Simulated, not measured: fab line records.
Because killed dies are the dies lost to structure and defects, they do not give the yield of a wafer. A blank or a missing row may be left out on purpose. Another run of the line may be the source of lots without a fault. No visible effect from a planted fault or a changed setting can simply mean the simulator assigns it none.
Struck lot and sound lot, side by side / flow sfqLine / 42 out of 325 route steps
Sound: these wafers, L964.1, L964.2, L964.6. Struck: wafers L973.4, L973.5. (L973.2 of the same lot was not struck and is left out.) The cause comes at the end.
At each step with rows: each side's tool, then ch and its chambers, then its first start. Under that, the readings that differ: sound wafers / struck wafers / difference of the means / sigmas: that difference in standard deviations of wafers without a fault.
alike: same words and numbers on both sides, and readings whose means sit less than 2 such deviations apart. not compared: any withheld reading, any reading some wafer has no value for, any bound like >300 that may hide the same value, and any number with overlapping values for which the record gives no deviation.
Wherever a step has rows on one side only, a row that says differs or no value, or a row with sigmas, the two part there. Numbers that have no deviation but don't overlap get no sigmas and don't part them. Lack of a reading on every wafer of one side parts them only where that side has two or more wafers.

first, 6 steps without rows for these wafers: SFQ_TRILAYER_M4_LITHO_COAT_098 (resist thk 62 nm); SFQ_TRILAYER_M4_LITHO_COAT_093 (resist thk 600 nm); SFQ_TRILAYER_M4_LITHO_SOFTBAKE_097; SFQ_TRILAYER_M4_LITHO_EXPOSE_094 (exposes mask M4, target cd 500 nm); SFQ_TRILAYER_M4_LITHO_PEB_096 (peb time 60 s); SFQ_TRILAYER_M4_LITHO_DEVELOP_095 (time 60 s).
SFQ_M4_OVL_MEAS_926:
  sound: overlay-02 at day 43 13:19; struck: overlay-01 at day 47 13:30
  alike: M4_OVL
SFQ_TRILAYER_M4_BARC_OPEN_METAL_ETCH_123: etches BARC in O2, target depth 125 nm, time 41.7 s.
  sound on rieMetal-04 ch 0,1, day 43 13:21; struck on rieMetal-03 ch 1, day 47 13:32
  alike: drypumpMotorCurrentA, oesProductAu
  not compared: rfHoursCounterH
SFQ_TRILAYER_M4_ETCH_METAL_ETCH_096: etches Nb in Cl2/Ar, stops on SiO2, target depth 240 nm, time 120 s.
  sound on rieMetal-04 ch 0,1, day 43 13:25; struck on rieMetal-03 ch 1, day 47 13:37
  alike: drypumpMotorCurrentA, oesProductAu
  not compared: rfHoursCounterH
SFQ_TRILAYER_M4_STRIP_STRIP_097: strips in O2.
  sound on rieMetal-04 ch 0,1, day 43 13:32; struck on rieMetal-03 ch 1, day 47 13:47
  alike: drypumpMotorCurrentA, oesProductAu
  not compared: rfHoursCounterH
then, 2 steps without rows for these wafers: SFQ_TRILAYER_M4_STRIP_SOLV_CLEAN_098 (cleans in NMP, time 600 s); SFQ_TRILAYER_I4_DEP_PECVD_099 (deposits SiO2 from SiH4/N2O, time 111.11 s, target thk 500 nm).
SFQ_TRILAYER_I4_CMP_CMP_100: polishes SiO2.
  sound on cmp-02 ch 0,1,3, day 43 19:57; struck on cmp-02 ch 1,3, day 48 12:20
reading=timeToEndpointS (s); sound=207 202 204; struck=229 231; difference=+26; sigmas=+4
reading=model.SiO2_of_TRILAYER_I4_DEP_PECVD_099.thkNm (nm); sound=199.7 198 199.8; struck=180.9 180.6; difference=-18.4; sigmas=
  alike: motorCurrentA
SFQ_I4_BOW_MEAS_927:
  sound: filmMetro-03 at day 43 21:57; struck: filmMetro-03 at day 48 14:21
  alike: I4_BOW
SFQ_TRILAYER_I4_METRO_MEASURE_101:
  sound: filmMetro-03 at day 43 22:04; struck: filmMetro-03 at day 48 14:39
reading=thkNm (nm); sound=199.6 198.1 199.8; struck=181.0 180.8; difference=-18.3; sigmas=-17
then, 6 steps without rows for these wafers: SFQ_TRILAYER_I4_VIA_LITHO_COAT_108 (resist thk 62 nm); SFQ_TRILAYER_I4_VIA_LITHO_COAT_103 (resist thk 650 nm); SFQ_TRILAYER_I4_VIA_LITHO_SOFTBAKE_107; SFQ_TRILAYER_I4_VIA_LITHO_EXPOSE_104 (exposes mask I4, target cd 700 nm); SFQ_TRILAYER_I4_VIA_LITHO_PEB_106 (peb time 60 s); SFQ_TRILAYER_I4_VIA_LITHO_DEVELOP_105 (time 60 s).
-- the record jumps here: 6 days lie between the struck wafers' starts before and after --
SFQ_I4_OVL_MEAS_928:
  sound: overlay-01 at day 50 07:12; struck: overlay-01 at day 54 03:59
  alike: I4_OVL
then, 1 step without rows for these wafers: SFQ_TRILAYER_I4_VIA_BARC_OPEN_VIA_ETCH_146 (etches BARC in O2, target depth 125 nm, time 41.7 s).
SFQ_TRILAYER_I4_VIA_ETCH_VIA_ETCH_106: etches SiO2 in CHF3, stops on Nb, target depth 260 nm.
  sound on rieDiel-01 ch 1,2, day 50 07:17; struck on rieDiel-03 ch 0, day 54 04:03
reading=oesProductAu (a.u.); sound=0.855 0.849 0.856; struck=0.807 0.811; difference=-0.044; sigmas=-9
reading=model.etch.depthNm (nm); sound=199.7 198 199.8; struck=180.9 180.6; difference=-18.4; sigmas=
reading=model.I4.featureDepthNm (nm); sound=199.7 198 199.8; struck=180.9 180.6; difference=-18.4; sigmas=
  alike: drypumpMotorCurrentA
then, 3 steps without rows for these wafers: SFQ_TRILAYER_I4_VIA_STRIP_STRIP_107 (strips in O2); SFQ_TRILAYER_I4_VIA_STRIP_SOLV_CLEAN_108 (cleans in NMP, time 600 s); SFQ_TRILAYER_JJ_TRILAYER_DEP_PRE_CLEAN_113 (time 22.5 s).
SFQ_TRILAYER_JJ_TRILAYER_DEP_SPUTTER_109: material Nb, target thk 150 nm, time 100 s.
  sound: pvdSputter-03 at day 50 08:12; struck: pvdSputter-04 at day 54 04:58
  alike: chamberPressurePa, throttleValvePct
then, 3 steps without rows for these wafers: SFQ_TRILAYER_JJ_TRILAYER_DEP_SPUTTER_110 (material Al, target thk 8 nm, time 10 s); SFQ_TRILAYER_JJ_TRILAYER_DEP_AL_OXIDATION_111 (oxidation time 600 s); SFQ_TRILAYER_JJ_TRILAYER_DEP_SPUTTER_112 (material Nb, target thk 170 nm, time 113.3 s).
SFQ_JJ_RS_MEAS_929: measurement is done with a four-point probe.
  sound: filmMetro-04 at day 50 09:22; struck: filmMetro-01 at day 54 06:10
  alike: JJ_NB_RS
then, 6 steps without rows for these wafers: SFQ_TRILAYER_JJ_CE_LITHO_COAT_119 (resist thk 62 nm); SFQ_TRILAYER_JJ_CE_LITHO_COAT_114 (resist thk 600 nm); SFQ_TRILAYER_JJ_CE_LITHO_SOFTBAKE_118; SFQ_TRILAYER_JJ_CE_LITHO_EXPOSE_115 (exposes mask J5, target cd 700 nm); SFQ_TRILAYER_JJ_CE_LITHO_PEB_117 (peb time 60 s); SFQ_TRILAYER_JJ_CE_LITHO_DEVELOP_116 (time 60 s).
-- the record jumps here: 6 days lie between the struck wafers' starts before and after --
SFQ_JJ_OVL_MEAS_931:
  sound: overlay-01 at day 50 11:55; struck: overlay-01 at day 60 08:47
  alike: J5_OVL
then, 1 step without rows for these wafers: SFQ_TRILAYER_JJ_CE_METRO_MEASURE_117.
SFQ_TRILAYER_JJ_CE_BARC_OPEN_RIE_150: chemistry O2, target BARC, target depth 240 nm, time 80 s.
  sound on rieMetal-02 ch 0,1, day 50 13:10; struck on rieMetal-02 ch 0,1, day 60 10:01
  alike: drypumpMotorCurrentA, oesProductAu
  not compared: rfHoursCounterH
SFQ_TRILAYER_M5_ETCH_METAL_ETCH_126: etches Nb in Cl2/BCl3, stops on SiO2, time 203.2 s, target depth 265 nm.
  sound on rieMetal-01 ch 0,1, day 56 02:45; struck on rieMetal-01 ch 0,1, day 60 13:51
reading=model.SiO2_of_TRILAYER_I4_DEP_PECVD_099.thkNm (nm); sound=179.9 178.3 180; struck=161.3 160.8; difference=-18.3; sigmas=
  alike: drypumpMotorCurrentA, oesProductAu
  not compared: rfHoursCounterH

== WHERE THEY PART ==
Last at SFQ_TRILAYER_I4_VIA_ETCH_VIA_ETCH_106 as far as this record goes, first at SFQ_TRILAYER_I4_CMP_CMP_100. Later steps at which nothing parts them and some readings are alike: SFQ_TRILAYER_JJ_TRILAYER_DEP_SPUTTER_109, SFQ_JJ_RS_MEAS_929, SFQ_JJ_OVL_MEAS_931, SFQ_TRILAYER_JJ_CE_BARC_OPEN_RIE_150, SFQ_TRILAYER_M5_ETCH_METAL_ETCH_126.

WHY: what had been put in by the simulator
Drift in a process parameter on cmp-02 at SFQ_TRILAYER_I4_CMP_CMP_100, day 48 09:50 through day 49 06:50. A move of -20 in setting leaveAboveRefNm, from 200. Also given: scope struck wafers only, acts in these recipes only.
